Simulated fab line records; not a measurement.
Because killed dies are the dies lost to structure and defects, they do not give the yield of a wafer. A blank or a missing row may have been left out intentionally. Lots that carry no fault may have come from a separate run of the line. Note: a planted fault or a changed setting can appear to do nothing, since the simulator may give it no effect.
Problem report in the 8D (eight disciplines) form, filled by code -- flow gf180mcu -- the parts of the form that need people (team, actions taken, sign-off) are left out

== 1. WHAT WENT WRONG ==
At GF_MIM_SPUTTER_07, chamber pressure pa averages 0.4335 Pa over 6 wafers from 2 lots, while fault-free wafers read 0.4000 Pa, standard deviation 0.00095. Relative to the usual mean, that is a shift of +35 standard deviations.
The step: material TiN, target thk 60 nm, time 50 s.
The first sign was on wafer L500.3 at day 28 03:13, on pvd sputter-02. The record holds 39 wafers of 13 lots with a number at this step. Rule for "out" (also "out of limits"): further than 4 standard deviations from the usual mean. The other wafers with a number count as sound.

== 2. WHAT IT IS, AND WHAT IT ISN'T ==
question,is,is not
which readings at this step,chamber pressure pa,throttle valve pct
which lots,"L500, L501","L489, L491, L502, L503, L504, L505, L506, L508, L509, L511, L512"
which wafers of those lots,all that have a number,-
read on which tools,pvd sputter-02,"pvd sputter-01, pvd sputter-04"
when,from day 28 03:13,"up to then (6 sound wafers); but 27 sound wafers of L502, L503, L504, L505, L506, L508, L509, L511, L512 came after"

== 3. WHAT RULES OUT EACH SUSPECT ==
Counting: a tool stays on the suspect list if, at a process step up to the reading, it processed all lots that are out and no sound lot following the first of them.
- pvd sputter-02 at GF_MIM_SPUTTER_07 (material TiN, target thk 60 nm, time 50 s): kept. All lots that are out passed through it, beginning with L500 at day 28 03:13, and no sound lot followed; its final sound lot before that point was L491 at day 25 02:10. Its own readings are out on those wafers: chamber pressure pa.
The count leaves pvd sputter-02 at GF_MIM_SPUTTER_07.

== 4. THE CAUSE (what the simulator had put in) ==
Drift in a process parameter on pvd sputter-02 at GF_MIM_SPUTTER_07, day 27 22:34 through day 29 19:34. A move of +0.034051 in setting chamber pressure pa, from 0.4. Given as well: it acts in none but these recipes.
Counting left only this tool.

== 5. THE CHAIN OF EFFECTS, in route order ==
One row per reading whose mean, taken over the struck wafers that have a number, lies over 3 standard deviations from the usual. Readings are gone through only where the record gives a usual standard deviation; hours: the median, over the lots, of the time from a lot's start at the first step in this table giving one to that lot's start at this step; sigmas: the change measured in usual standard deviations.
hours,step,reading,usual,on struck wafers,change,sigmas
0,GF_MIM_SPUTTER_07,chamber pressure pa,0.4000 Pa,0.4335,+0.0335,+35
It contains these process steps:
- GF_MIM_SPUTTER_07: material TiN, target thk 60 nm, time 50 s.

== 6. HOW IT WOULD HAVE BEEN CAUGHT EARLIER ==
The fault began at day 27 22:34; the first out-of-limits reading in this record came at day 28 03:13, 5 hours later.
